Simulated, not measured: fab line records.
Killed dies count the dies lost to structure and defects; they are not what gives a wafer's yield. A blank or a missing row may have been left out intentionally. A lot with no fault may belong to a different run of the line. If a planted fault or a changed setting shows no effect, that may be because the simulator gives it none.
fab line records -- flow gf180mcu
record: lots: 15, wafers: 44, last-day: 34
route steps=602 shown V4@501 V5@542
lots with no fault: from the same line, run without faults
start-h: start of the lot's first displayed wafer, in hours after the record's first day -- wait-h: how many hours have passed since the lot's step before this one -- " as in the row above -- L1.1+2: several wafers, shown together as one row -- - no value, or no start was given -- * or withheld: withheld -- < > ~ a bound
route shown NAME@n: a module of which the file shows steps, and the number in the route of the first -- usual: mean and standard deviation over wafers with no fault -- same: alike in all rows -- chamber/n: place in a boat -- sites: each site's reading -- _std_site: their standard deviation -- _edge_site: mean of outer sites minus mean of inner sites -- radius-mm: for every site, how far away it sits from the centre of the wafer -- mask NAME#n: copy n -- behind: the last tool/chamber to shape the wafer -- hold: reason for holding the lot/hours on hold/outcome of the hold -- device: the n, p or np transistor that did not switch -- end of line: tests of these same wafers at the route's end -- a step without rows: its recipe alone -- killed: not the wafer's yield, but the dies lost to structure and defects at the first sort -- map: a wafer's dies, x killed, . not, _ none there
set.NAME: the setting as run; set.NAME@STEP: as run at that earlier step -- model.NAME: the simulator's own value behind a step, which no gauge read
a sample of lots followed through the steps of the route, with each step as a table and each wafer as a row
services: a tool's chamber out of use, with start hour (start-h, from the record's first day; less than 0 if before it), hours out, and reason
== steps ==
step: GF_V4_THK_MEAS_25
recipe: thk-meas-gauge: xrf, reads: W_of_V4_CVD_23
usual: V4_W_THK: 341/4.9
lot.wafer,tool,chamber,start-h,wait-h,V4_W_THK[nm]
L872.3,film-metro-02,-,564.11,0.1,350
L872.5,film-metro-02,-,564.11,0.1,337
L872.6,film-metro-02,-,564.11,0.1,349
L873.1,film-metro-01,-,575.89,0.1,346
L873.3,film-metro-01,-,575.89,0.1,356
L873.4,film-metro-01,-,575.89,0.1,341
L874.2,film-metro-02,-,580.54,0.1,339
L874.3,film-metro-02,-,580.54,0.1,339
L874.6,film-metro-02,-,580.54,0.1,337
L876.4,film-metro-02,-,606.23,0.1,341
L876.5,film-metro-02,-,606.23,0.1,356
L876.6,film-metro-02,-,606.23,0.1,341
L877.1,film-metro-01,-,608.41,0.1,335
L877.3,film-metro-01,-,608.41,0.1,341
L877.4,film-metro-01,-,608.41,0.1,336
L878.1,film-metro-01,-,618.91,0.1,338
L878.3,film-metro-01,-,618.91,0.1,340
L878.5,film-metro-01,-,618.91,0.1,335
L879.3,film-metro-01,-,622.01,0.1,341
L879.5,film-metro-01,-,622.01,0.1,341
L879.6,film-metro-01,-,622.01,0.1,340
L880.5,film-metro-04,-,630.62,0.1,335
L880.6,film-metro-04,-,630.62,0.1,339
L884.3,film-metro-04,-,663.08,0.1,339
L884.4,film-metro-04,-,663.08,0.1,337
L884.6,film-metro-04,-,663.08,0.1,339
L885.2,film-metro-02,-,671.74,0.1,338
L885.3,film-metro-02,-,671.74,0.1,338
L885.6,film-metro-02,-,671.74,0.1,338
L886.2,film-metro-01,-,678.60,0.1,345
L886.4,film-metro-01,-,678.60,0.1,344
L886.5,film-metro-01,-,678.60,0.1,344
L887.4,film-metro-02,-,686.56,0.1,341
L887.5,film-metro-02,-,686.56,0.1,340
L887.6,film-metro-02,-,686.56,0.1,344
L889.1,film-metro-01,-,696.57,0.1,348
L889.4,film-metro-01,-,696.57,0.1,350
L889.5,film-metro-01,-,696.57,0.1,346
L893.2,film-metro-02,-,719.59,0.1,338
L893.5,film-metro-02,-,719.59,0.1,336
L893.6,film-metro-02,-,719.59,0.1,333
L895.2,film-metro-02,-,734.24,0.1,345
L895.5,film-metro-02,-,734.24,0.1,343
L895.6,film-metro-02,-,734.24,0.1,338
step: GF_V5_CVD_02
recipe: material: SiO2, target-thk-nm: 1450, precursor: TEOS, temp-c: 400, time-s: 163.28, rf-w: 600
usual: heater-power-w: 636/79, rf-fwd-power-W: 597.9/1.9
lot.wafer,tool,chamber,start-h,wait-h,heater-power-w,rf-fwd-power-W
L872.3,pecvd-03,0,609.34,0.0,542,598.3
L872.5,pecvd-03,2,609.34,0.0,556,600.0
L872.6,pecvd-03,1,609.34,0.0,567,597.6
L873.1,pecvd-04,1,619.43,0.1,577,597.5
L873.3,pecvd-04,2,619.43,0.1,720,596.0
L873.4,pecvd-04,1,619.43,0.1,623,598.6
L874.2,pecvd-04,2,624.56,0.0,755,600.1
L874.3,pecvd-04,1,624.56,0.0,601,597.5
L874.6,pecvd-04,0,624.56,0.0,563,599.0
L876.4,pecvd-04,0,649.64,0.1,550,598.7
L876.5,pecvd-04,1,649.64,0.1,609,596.3
L876.6,pecvd-04,2,649.64,0.1,625,596.2
L877.1,pecvd-04,0,651.06,0.1,699,596.6
L877.3,pecvd-04,2,651.06,0.1,608,595.5
L877.4,pecvd-04,2,651.06,0.1,680,596.6
L878.1,pecvd-03,2,661.41,0.1,636,596.4
L878.3,pecvd-03,0,661.41,0.1,508,602.2
L878.5,pecvd-03,0,661.41,0.1,609,600.6
L879.3,pecvd-02,2,664.13,0.0,694,597.3
L879.5,pecvd-02,0,664.13,0.0,511,599.9
L879.6,pecvd-02,2,664.13,0.0,574,595.0
L880.5,pecvd-02,2,672.07,0.1,701,597.4
L880.6,pecvd-02,0,672.07,0.1,507,596.0
L884.3,pecvd-04,2,702.66,0.0,693,596.8
L884.4,pecvd-04,0,702.66,0.0,666,596.1
L884.6,pecvd-04,1,702.66,0.0,501,597.2
L885.2,pecvd-02,0,711.06,0.0,597,601.8
L885.3,pecvd-02,1,711.06,0.0,717,596.8
L885.6,pecvd-02,2,711.06,0.0,701,596.8
L886.2,pecvd-03,0,717.29,0.0,633,597.0
L886.4,pecvd-03,2,717.29,0.0,680,597.8
L886.5,pecvd-03,0,717.29,0.0,524,594.5
L887.4,pecvd-02,1,725.43,0.1,665,598.7
L887.5,pecvd-02,0,725.43,0.1,505,598.0
L887.6,pecvd-02,2,725.43,0.1,717,598.7
L889.1,pecvd-03,1,734.45,0.1,655,601.7
L889.4,pecvd-03,2,734.45,0.1,651,598.6
L889.5,pecvd-03,1,734.45,0.1,698,599.2
L893.2,pecvd-03,1,755.66,0.0,668,599.2
L893.5,pecvd-03,0,755.66,0.0,508,601.6
L893.6,pecvd-03,1,755.66,0.0,730,596.9
L895.2,pecvd-03,2,768.98,0.0,631,598.5
L895.5,pecvd-03,2,768.98,0.0,671,596.8
L895.6,pecvd-03,1,768.98,0.0,555,599.2
step: GF_V5_EXPOSE_11
recipe: mask-id: Via5, target-cd-nm: 260, na: 0.68, source-shape: conventional, sigma-outer: 0.6, dose-mj: 38
usual: exposure-dose-mJ-cm2: 37.98/0.038, focus-offset-nm: 0.1/0.56
lot.wafer,tool,chamber,start-h,wait-h,mask,exposure-dose-mJ-cm2,focus-offset-nm
L872.3,krf-scanner-02,0,620.67,-,Via5#0,37.99,1.0
L872.5,krf-scanner-02,0,620.67,-,Via5#0,37.99,1.1
L872.6,krf-scanner-02,0,620.67,-,Via5#0,38.00,1.3
L873.1,krf-scanner-01,0,630.41,-,Via5#0,38.02,-0.4
L873.3,krf-scanner-01,0,630.41,-,Via5#0,37.96,-0.5
L873.4,krf-scanner-01,0,630.41,-,Via5#0,38.00,-0.1
L874.2,krf-scanner-01,0,635.25,-,Via5#0,37.96,0.2
L874.3,krf-scanner-01,0,635.25,-,Via5#0,37.95,-0.2
L874.6,krf-scanner-01,0,635.25,-,Via5#0,38.03,0.0
L876.4,krf-scanner-02,0,660.39,-,Via5#0,37.90,-0.4
L876.5,krf-scanner-02,0,660.39,-,Via5#0,37.94,0.1
L876.6,krf-scanner-02,0,660.39,-,Via5#0,37.95,0.3
L877.1,krf-scanner-02,0,662.12,-,Via5#0,37.98,0.1
L877.3,krf-scanner-02,0,662.12,-,Via5#0,37.99,-0.4
L877.4,krf-scanner-02,0,662.12,-,Via5#0,37.99,0.0
L878.1,krf-scanner-02,0,671.83,-,Via5#0,38.03,-0.2
L878.3,krf-scanner-02,0,671.83,-,Via5#0,38.03,0.3
L878.5,krf-scanner-02,0,671.83,-,Via5#0,38.01,-0.1
L879.3,krf-scanner-02,0,674.51,-,Via5#0,47.70,-0.2
L879.5,krf-scanner-02,0,674.51,-,Via5#0,47.66,0.8
L879.6,krf-scanner-02,0,674.51,-,Via5#0,47.66,0.4
L880.5,krf-scanner-02,0,682.12,-,Via5#0,47.72,0.4
L880.6,krf-scanner-02,0,682.12,-,Via5#0,47.78,-0.1
L884.3,krf-scanner-02,0,712.77,-,Via5#0,43.95,-1.0
L884.4,krf-scanner-02,0,712.77,-,Via5#0,43.96,-0.4
L884.6,krf-scanner-02,0,712.77,-,Via5#0,43.93,-0.5
L885.2,krf-scanner-01,0,720.77,-,Via5#0,37.98,0.5
L885.3,krf-scanner-01,0,720.77,-,Via5#0,38.01,-0.3
L885.6,krf-scanner-01,0,720.77,-,Via5#0,38.05,0.4
L886.2,krf-scanner-01,0,727.01,-,Via5#0,38.03,0.4
L886.4,krf-scanner-01,0,727.01,-,Via5#0,38.01,0.9
L886.5,krf-scanner-01,0,727.01,-,Via5#0,37.94,-0.2
L887.4,krf-scanner-01,0,735.24,-,Via5#0,37.92,-0.5
L887.5,krf-scanner-01,0,735.24,-,Via5#0,38.00,0.6
L887.6,krf-scanner-01,0,735.24,-,Via5#0,37.95,0.3
L889.1,krf-scanner-01,0,743.96,-,Via5#0,37.99,-0.6
L889.4,krf-scanner-01,0,743.96,-,Via5#0,38.02,-0.1
L889.5,krf-scanner-01,0,743.96,-,Via5#0,37.94,-0.2
L893.2,krf-scanner-01,0,765.16,-,Via5#0,38.00,-0.4
L893.5,krf-scanner-01,0,765.16,-,Via5#0,37.94,-0.4
L893.6,krf-scanner-01,0,765.16,-,Via5#0,38.00,-0.3
L895.2,krf-scanner-01,0,777.13,-,Via5#0,37.97,-0.3
L895.5,krf-scanner-01,0,777.13,-,Via5#0,37.89,0.7
L895.6,krf-scanner-01,0,777.13,-,Via5#0,37.98,0.2
step: GF_V5_CD_MEAS_14
recipe: target-cd-nm: 260
usual: cd-nm: 259.9/1.1
lot.wafer,tool,chamber,start-h,wait-h,cd-nm
L872.3,cd-sem-02,-,630.32,0.1,260.9
L872.5,cd-sem-02,-,630.32,0.1,261.2
L872.6,cd-sem-02,-,630.32,0.1,260.8
L873.1,cd-sem-02,-,639.89,0.1,261.6
L873.3,cd-sem-02,-,639.89,0.1,260.4
L873.4,cd-sem-02,-,639.89,0.1,260.0
L874.2,cd-sem-02,-,644.54,0.1,260.3
L874.3,cd-sem-02,-,644.54,0.1,259.1
L874.6,cd-sem-02,-,644.54,0.1,259.0
L876.4,cd-sem-02,-,670.03,0.1,261.5
L876.5,cd-sem-02,-,670.03,0.1,259.6
L876.6,cd-sem-02,-,670.03,0.1,260.1
L877.1,cd-sem-02,-,671.82,0.1,260.0
L877.3,cd-sem-02,-,671.82,0.1,259.3
L877.4,cd-sem-02,-,671.82,0.1,261.4
L878.1,cd-sem-02,-,681.29,0.1,259.4
L878.3,cd-sem-02,-,681.29,0.1,260.3
L878.5,cd-sem-02,-,681.29,0.1,259.8
L879.3,cd-sem-01,-,683.72,0.1,292.5
L879.5,cd-sem-01,-,683.72,0.1,293.5
L879.6,cd-sem-01,-,683.72,0.1,293.3
L880.5,cd-sem-01,-,691.82,0.1,294.6
L880.6,cd-sem-01,-,691.82,0.1,295.0
L884.3,cd-sem-02,-,721.62,0.1,280.3
L884.4,cd-sem-02,-,721.62,0.1,283.6
L884.6,cd-sem-02,-,721.62,0.1,281.2
L885.2,cd-sem-01,-,729.84,0.1,259.7
L885.3,cd-sem-01,-,729.84,0.1,260.9
L885.6,cd-sem-01,-,729.84,0.1,261.6
L886.2,cd-sem-02,-,735.14,0.1,261.1
L886.4,cd-sem-02,-,735.14,0.1,261.3
L886.5,cd-sem-02,-,735.14,0.1,262.0
L887.4,cd-sem-01,-,743.59,0.1,261.0
L887.5,cd-sem-01,-,743.59,0.1,260.8
L887.6,cd-sem-01,-,743.59,0.1,259.5
L889.1,cd-sem-02,-,751.99,0.1,260.4
L889.4,cd-sem-02,-,751.99,0.1,260.7
L889.5,cd-sem-02,-,751.99,0.1,259.4
L893.2,cd-sem-02,-,773.15,0.1,257.9
L893.5,cd-sem-02,-,773.15,0.1,259.6
L893.6,cd-sem-02,-,773.15,0.1,259.1
L895.2,cd-sem-02,-,785.36,0.2,259.2
L895.5,cd-sem-02,-,785.36,0.2,260.3
L895.6,cd-sem-02,-,785.36,0.2,258.8
step: GF_V5_ETCH_17
recipe: chemistry: C4F8/O2/Ar, mask-material: KrF, target: SiO2, stop-on: TiN, source-w: 1500, bias-w: 1200, pressure-mtorr: 40, c4f8-flow-sccm: withheld, O2_flow_sccm: 6, Ar_flow_sccm: 300, time-s: withheld, target-depth-a: 8550
usual: bias-w: 1199/3.7, oes-product-au: 0.860/0.0046, rf-fwd-power-W: 1493/5.2
lot.wafer,tool,chamber,start-h,wait-h,bias-w,oes-product-au,rf-fwd-power-W
L872.3,rie-diel-03,1,-,-,1203,0.853,1495
L872.5,rie-diel-03,2,-,-,1198,0.862,1497
L872.6,rie-diel-03,1,-,-,1200,0.860,1500
L873.1,rie-diel-04,0,-,-,1202,0.860,1487
L873.3,rie-diel-04,2,-,-,1198,0.862,1493
L873.4,rie-diel-04,3,-,-,1200,0.858,1497
L874.2,rie-diel-02,2,-,-,1202,0.858,1495
L874.3,rie-diel-02,3,-,-,1202,0.855,1501
L874.6,rie-diel-02,3,-,-,1194,0.857,1496
L876.4,rie-diel-03,2,-,-,1196,0.860,1500
L876.5,rie-diel-03,0,-,-,1201,0.855,1497
L876.6,rie-diel-03,1,-,-,1203,0.858,1491
L877.1,rie-diel-02,3,-,-,1203,0.854,1491
L877.3,rie-diel-02,2,-,-,1194,0.862,1500
L877.4,rie-diel-02,0,-,-,1204,0.863,1486
L878.1,rie-diel-03,3,-,-,1198,0.860,1486
L878.3,rie-diel-03,1,-,-,1195,0.863,1497
L878.5,rie-diel-03,1,-,-,1206,0.858,1490
L879.3,rie-diel-03,1,-,-,1193,0.861,1493
L879.5,rie-diel-03,1,-,-,1197,0.862,1492
L879.6,rie-diel-03,0,-,-,1206,0.856,1495
L880.5,rie-diel-02,3,-,-,1194,0.860,1497
L880.6,rie-diel-02,2,-,-,1197,0.856,1495
L884.3,rie-diel-03,2,-,-,1204,0.867,1492
L884.4,rie-diel-03,3,-,-,1196,0.853,1493
L884.6,rie-diel-03,2,-,-,1195,0.864,1494
L885.2,rie-diel-02,2,-,-,1196,0.865,1495
L885.3,rie-diel-02,0,-,-,1197,0.867,1487
L885.6,rie-diel-02,2,-,-,1196,0.852,1488
L886.2,rie-diel-03,2,-,-,1199,0.859,1500
L886.4,rie-diel-03,1,-,-,1193,0.852,1497
L886.5,rie-diel-03,3,-,-,1204,0.865,1484
L887.4,rie-diel-02,1,-,-,1198,0.865,1503
L887.5,rie-diel-02,2,-,-,1197,0.867,1492
L887.6,rie-diel-02,3,-,-,1199,0.855,1501
L889.1,rie-diel-04,0,-,-,1201,0.855,1487
L889.4,rie-diel-04,3,-,-,1204,0.875,1487
L889.5,rie-diel-04,0,-,-,1204,0.862,1493
L893.2,rie-diel-03,3,-,-,1200,0.865,1485
L893.5,rie-diel-03,3,-,-,1199,0.867,1497
L893.6,rie-diel-03,0,-,-,1199,0.858,1488
L895.2,rie-diel-02,3,-,-,1208,0.859,1502
L895.5,rie-diel-02,2,-,-,1197,0.861,1489
L895.6,rie-diel-02,1,-,-,1195,0.866,1493
== services ==
tool,chamber,start-h,hours,kind
krf-scanner-01,-,586.31,0.6,repair
rie-diel-03,3,597.52,3.3,repair
rie-diel-03,-,604.15,0.6,repair
krf-scanner-02,-,631.01,1.3,pm
krf-scanner-02,-,639.16,1.1,repair
rie-diel-03,-,641.43,0.7,repair
krf-scanner-01,-,642.17,1.3,pm
pecvd-03,1,659.12,8.4,repair
krf-scanner-01,-,661.13,1.6,repair
rie-diel-03,3,669.23,5.5,repair
pecvd-03,2,680.99,3.7,repair
rie-diel-02,0,682.21,4.6,repair
krf-scanner-01,-,688.13,1.0,pm
krf-scanner-02,-,705.13,1.0,pm
rie-diel-03,1,707.93,6.8,repair
krf-scanner-01,-,708.78,0.8,pm
rie-diel-03,0,713.16,5.8,repair
rie-diel-03,3,714.38,5.1,repair
krf-scanner-02,-,716.52,0.8,pm
rie-diel-03,1,720.83,1.9,repair
krf-scanner-02,-,726.98,4.4,pm
krf-scanner-01,-,735.60,4.4,pm
krf-scanner-02,-,744.14,0.4,repair
krf-scanner-01,-,781.95,2.5,repair
== key ==
first-sign: step: GF_V5_EXPOSE_11, reading: exposure-dose-mJ-cm2, direction: up, sigmas: 99+, usual: 37.98, struck: 46.29
effect: step: GF_V5_CD_MEAS_14, reading: cd-nm, direction: up, sigmas: 26, usual: 259.9, struck: 289.2, through: control-loop
met-at GF_V5_EXPOSE_11
struck-lots L879,L880,L884
sort-left-out L879.3,L879.5,L879.6,L880.5,L880.6
loop-trim: step: GF_V5_EXPOSE_11, setting: dose, lots: L884
not-acting-at GF_V4_THK_MEAS_25,GF_V5_CVD_02,GF_V5_ETCH_17
onset-between 671.83 674.51
fault: kind: process-parameter-drift, tool: krf-scanner-02, chamber: -, onset-h: 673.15, steps: GF_V5_EXPOSE_11, channel: dose-mj, offset: 9.7209, shape: step, acts-in: these-recipes-only, stated: 38
sort-left-out: the simulated sort isn't trusted on such a fault, so these wafers' sort isn't shown, and their yield isn't known
loop-trim: a control loop set the setting to another value than it would have without faults
